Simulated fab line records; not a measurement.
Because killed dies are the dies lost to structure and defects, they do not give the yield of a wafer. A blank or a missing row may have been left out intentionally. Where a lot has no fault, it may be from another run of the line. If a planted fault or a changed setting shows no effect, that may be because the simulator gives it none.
fab line records    flow sky130
record: lots: 13  wafers: 39  last-day: 50
route steps=708 shown FIELD_ISO@1 PWDE@53 LOCAL_INTERCONNECT@388
lots untouched by any fault: they come from a run of this same line in which no faults occurred
start-h: hours from the record's opening day to when the first of the lot's shown wafers began    wait-h: how many hours have passed since the lot's step before this one    " unchanged from the row above    L1.1+2: several wafers, shown together as one row    - no value present, or no start provided    * or withheld: withheld    < > ~ a bound
route shown NAME@n: NAME is a module with steps in the file, n the number in the route of the first one    usual: average and standard deviation across the fault-free wafers    same: alike in all rows    chamber/n: place in a boat    sites: the reading at each site    _std_site: how widely they spread, as a standard deviation    _edge_site: mean of outer sites minus mean of inner sites    radius-mm: for every site, how far away it sits from the centre of the wafer    mask NAME#n: copy n    behind: the tool/chamber that last shaped the wafer    hold: why the lot went on hold/how many hours it stayed there/how the hold came to an end    device: transistor that didn't switch, given as n, p or np    end of line: at the end of the route, the tests of the same wafers    for a step that has no rows: nothing shown but its recipe    killed: dies lost to structure and defects at the first sort, not the wafer's yield    map: per-die view of a wafer (x killed, . not killed, _ where there is no die)
set.NAME: the setting the step ran with; set.NAME@STEP: the setting that earlier step ran with    model.NAME: the simulator's own value behind a step, which no gauge read
route steps across a sampled set of lots; one table per step, one row per wafer
services: the hour from which a tool's chamber was out of use, counted from the record's first day as start-h (under 0 if before that day), plus the number of hours and why
== steps ==
step: SKY_FIELD_ISO_BOW_MEAS_00
recipe: mode: bow
usual: INCOMING_BOW: 0/5.8
lot.wafer  tool           chamber  start-h  wait-h  INCOMING_BOW[um]
L583.2     film-metro-02  -        10.02    -       -1
L583.3     "              -        "        "       7
L583.4     "              -        "        "       5
L584.1     film-metro-03  -        15.00    -       -1
L584.5     "              -        "        "       -8
L584.6     "              -        "        "       0
L585.4     film-metro-02  -        20.06    -       5
L585.5     "              -        "        "       1
L585.6     "              -        "        "       3
L592.4     film-metro-03  -        55.06    -       7
L592.5     "              -        "        "       -9
L592.6     "              -        "        "       -14
L594.2     film-metro-01  -        65.02    -       1
L594.4     "              -        "        "       5
L594.6     "              -        "        "       -3
L596.2     film-metro-02  -        75.02    -       4
L596.3     "              -        "        "       -3
L596.5     "              -        "        "       -7
L597.4     film-metro-03  -        80.06    -       1
L597.5     "              -        "        "       -8
L597.6     "              -        "        "       -2
L598.1     film-metro-03  -        85.00    -       -2
L598.3     "              -        "        "       -1
L598.4     "              -        "        "       6
L599.1     film-metro-01  -        90.00    -       11
L599.2     "              -        "        "       3
L599.5     "              -        "        "       -7
L600.1     film-metro-01  -        95.00    -       8
L600.2     "              -        "        "       -7
L600.3     "              -        "        "       -2
L604.2     film-metro-03  -        115.02   -       -9
L604.4     "              -        "        "       4
L604.6     "              -        "        "       -10
L605.1     film-metro-03  -        120.00   -       8
L605.4     "              -        "        "       5
L605.5     "              -        "        "       4
L606.1     film-metro-01  -        125.00   -       -6
L606.2     "              -        "        "       3
L606.4     "              -        "        "       5
step: SKY_PWDE_IMPLANT_08
recipe: species: B  energy-kev: 150  dose-cm2: 3.6e+12  tilt-deg: withheld
usual: beam-energy-keV: 149.99/0.049
same: implant-ion-amu: 11
lot.wafer  tool          chamber  start-h  wait-h  beam-energy-keV
L583.2     implanter-01  0        84.43    0.0     150.02
L583.3     "             0        "        "       150.08
L583.4     "             0        "        "       150.09
L584.1     implanter-03  0        85.36    0.0     149.99
L584.5     "             0        "        "       150.01
L584.6     "             0        "        "       150.00
L585.4     implanter-01  0        85.36    0.1     150.06
L585.5     "             0        "        "       150.00
L585.6     "             0        "        "       150.01
L592.4     implanter-01  0        118.21   0.1     133.44
L592.5     "             0        "        "       133.51
L592.6     "             0        "        "       133.43
L594.2     implanter-01  0        129.43   0.1     133.37
L594.4     "             0        "        "       133.38
L594.6     "             0        "        "       133.42
L596.2     implanter-03  0        145.13   0.0     149.99
L596.3     "             0        "        "       150.07
L596.5     "             0        "        "       149.96
L597.4     implanter-03  0        151.66   0.1     149.94
L597.5     "             0        "        "       149.97
L597.6     "             0        "        "       149.97
L598.1     implanter-04  0        156.95   0.0     149.91
L598.3     "             0        "        "       149.94
L598.4     "             0        "        "       149.95
L599.1     implanter-03  0        160.78   0.0     149.98
L599.2     "             0        "        "       149.92
L599.5     "             0        "        "       149.91
L600.1     implanter-04  0        164.16   0.0     150.00
L600.2     "             0        "        "       150.04
L600.3     "             0        "        "       149.98
L604.2     implanter-03  0        185.06   0.0     149.99
L604.4     "             0        "        "       150.04
L604.6     "             0        "        "       150.03
L605.1     implanter-03  0        190.36   0.0     149.92
L605.4     "             0        "        "       150.01
L605.5     "             0        "        "       150.01
L606.1     implanter-01  0        205.00   0.0     150.08
L606.2     "             0        "        "       149.98
L606.4     "             0        "        "       150.02
step: SKY_LOCAL_INTERCONNECT_RS_MEAS_01
recipe: thk-meas-gauge: four-point-probe  reads: TiN_of_LOCAL_INTERCONNECT_SPUTTER_00
usual: LOCAL_INTERCONNECT_TIN_RS: 14.17/0.21
lot.wafer  tool           chamber  start-h  wait-h  LOCAL_INTERCONNECT_TIN_RS[ohm/sq]
L585.4     film-metro-04  -        700.92   0.1     14.06
L585.5     "              -        "        "       13.97
L585.6     "              -        "        "       14.22
L584.1     film-metro-02  -        702.07   0.0     14.19
L584.5     "              -        "        "       14.32
L584.6     "              -        "        "       14.33
L583.2     film-metro-01  -        703.23   0.1     14.45
L583.3     "              -        "        "       14.40
L583.4     "              -        "        "       14.46
L592.4     film-metro-04  -        755.21   0.1     14.06
L592.5     "              -        "        "       14.07
L592.6     "              -        "        "       14.23
L594.2     film-metro-02  -        765.23   0.1     14.29
L594.4     "              -        "        "       14.24
L594.6     "              -        "        "       14.19
L596.2     film-metro-01  -        787.17   0.1     14.24
L596.3     "              -        "        "       14.03
L596.5     "              -        "        "       14.21
L597.4     film-metro-02  -        794.83   0.1     14.32
L597.5     "              -        "        "       14.28
L597.6     "              -        "        "       14.60
L598.1     film-metro-01  -        799.38   0.0     13.90
L598.3     "              -        "        "       13.85
L598.4     "              -        "        "       14.07
L599.1     film-metro-02  -        801.52   0.0     14.00
L599.2     "              -        "        "       14.04
L599.5     "              -        "        "       13.98
L600.1     film-metro-01  -        848.26   0.0     13.94
L600.2     "              -        "        "       14.15
L600.3     "              -        "        "       13.99
L604.2     film-metro-04  -        850.05   0.1     14.42
L604.4     "              -        "        "       14.40
L604.6     "              -        "        "       14.22
L605.1     film-metro-01  -        851.45   0.0     14.35
L605.4     "              -        "        "       14.30
L605.5     "              -        "        "       14.29
L606.1     film-metro-02  -        858.61   0.0     13.96
L606.2     "              -        "        "       14.17
L606.4     "              -        "        "       13.89
step: SKY_LOCAL_INTERCONNECT_STRIP_15
recipe: chemistry: O2/N2  power-w: 1400  pressure-mtorr: 1500  platen-temp-c: withheld  o2-flow-sccm: 3000  n2-flow-sccm: 300  overash-fraction: 0.5
usual: drypump-motor-current-A: 5.5/0.47  oes-product-au: 0.427/0.0049  strip-time-to-endpoint-s: 4.732/0.023
same: overash-fraction: 0.5
lot.wafer  tool             chamber  start-h  wait-h  drypump-motor-current-A  oes-product-au  rf-hours-counter-h  strip-time-to-endpoint-s
L585.4     plasma-asher-03  0        729.23   0.1     6.1                      0.430           -                   4.700
L585.5     "                1        "        "       5.1                      0.425           -                   4.723
L585.6     "                0        "        "       6.1                      0.419           -                   4.728
L584.1     plasma-asher-04  1        729.72   0.0     6.1                      0.423           107                 4.729
L584.5     "                1        "        "       6.1                      0.424           -                   4.731
L584.6     "                0        "        "       5.7                      0.432           -                   4.715
L583.2     plasma-asher-02  1        731.29   0.0     5.5                      0.422           25                  4.748
L583.3     "                0        "        "       4.9                      0.429           -                   4.752
L583.4     "                1        "        "       5.6                      0.425           -                   4.715
L592.4     plasma-asher-02  0        782.55   0.1     4.9                      0.427           -                   4.740
L592.5     "                1        "        "       5.5                      0.433           -                   4.734
L592.6     "                0        "        "       4.9                      0.428           -                   4.730
L594.2     plasma-asher-04  1        791.77   0.0     6.1                      0.420           5                   4.781
L594.4     "                1        "        "       6.1                      0.423           -                   4.765
L594.6     "                1        "        "       6.1                      0.422           -                   4.768
L596.2     plasma-asher-02  0        813.82   0.0     4.9                      0.426           34                  4.698
L596.3     "                0        "        "       4.9                      0.434           -                   4.696
L596.5     "                1        "        "       5.6                      0.430           -                   4.708
L597.4     plasma-asher-02  1        821.59   0.1     5.6                      0.421           -                   4.734
L597.5     "                1        "        "       5.6                      0.421           -                   4.717
L597.6     "                0        "        "       4.9                      0.430           -                   4.738
L598.1     plasma-asher-04  0        825.69   0.0     5.8                      0.423           9                   4.756
L598.3     "                1        "        "       6.1                      0.427           -                   4.733
L598.4     "                0        "        "       5.8                      0.432           -                   4.737
L599.1     plasma-asher-03  0        826.85   0.0     6.1                      0.429           98                  4.696
L599.2     "                1        "        "       5.1                      0.428           98                  4.730
L599.5     "                1        "        "       5.1                      0.431           -                   4.688
L600.1     plasma-asher-02  1        874.30   0.0     5.5                      0.429           40                  4.726
L600.2     "                0        "        "       4.9                      0.428           40                  4.737
L600.3     "                0        "        "       4.9                      0.424           -                   4.723
L604.2     plasma-asher-02  1        875.96   0.1     5.5                      0.427           40                  4.726
L604.4     "                0        "        "       4.9                      0.421           -                   4.698
L604.6     "                0        "        "       4.9                      0.427           -                   4.715
L605.1     plasma-asher-03  1        877.39   0.0     5.1                      0.426           103                 4.722
L605.4     "                1        "        "       5.1                      0.431           -                   4.721
L605.5     "                0        "        "       6.1                      0.420           -                   4.742
L606.1     plasma-asher-03  0        883.45   0.0     6.1                      0.424           104                 4.671
L606.2     "                1        "        "       5.1                      0.438           104                 4.739
L606.4     "                1        "        "       5.1                      0.424           -                   4.665
== services ==
tool             chamber  start-h  hours  kind
plasma-asher-02  -        80.18    3.2    repair
implanter-03     -        96.48    20.8   pm
implanter-01     -        99.52    3.9    pm
implanter-01     -        144.40   16.4   pm
implanter-03     -        165.20   2.0    repair
plasma-asher-02  -        171.39   3.0    repair
plasma-asher-02  -        200.90   0.4    repair
implanter-01     -        281.50   6.5    pm
implanter-01     -        318.72   9.6    pm
implanter-01     -        346.42   2.4    pm
implanter-03     -        347.36   1.1    repair
plasma-asher-02  -        421.25   9.0    pm
implanter-03     -        440.97   103.8  pm
plasma-asher-02  -        466.15   2.8    pm
plasma-asher-02  -        484.95   15.1   pm
implanter-03     -        544.80   3.3    pm
implanter-03     -        545.91   1.1    repair
implanter-03     -        548.08   4.2    pm
plasma-asher-02  -        550.25   4.6    repair
implanter-03     -        583.13   2.5    repair
plasma-asher-02  -        594.30   1.3    repair
plasma-asher-02  -        615.83   28.1   pm
implanter-03     -        719.66   1.3    repair
implanter-03     -        780.38   3.5    repair
== key ==
first-sign: step: SKY_PWDE_IMPLANT_08  reading: beam-energy-keV  direction: down  sigmas: 99+  usual: *  struck: *
effect none on later readings
met-at SKY_PWDE_IMPLANT_08
struck-lots L592,L594
tester-left-out L592,L594
not-acting-at SKY_FIELD_ISO_BOW_MEAS_00,SKY_LOCAL_INTERCONNECT_RS_MEAS_01,SKY_LOCAL_INTERCONNECT_STRIP_15
onset-between 85.36 118.21
fault: kind: process-parameter-drift  tool: implanter-01  chamber: -  onset-h: 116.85  steps: SKY_PWDE_IMPLANT_08  channel: energy-kev  offset: *  shape: step  end-h: 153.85  acts-in: *  stated: *
tester-left-out: of these lots the tester's yield and bins aren't shown, on N5 and GAA mostly nor the transistor test; their killed dies are dies lost to structure and defects alone, not to doping, threshold or leakage, so they don't give the yield
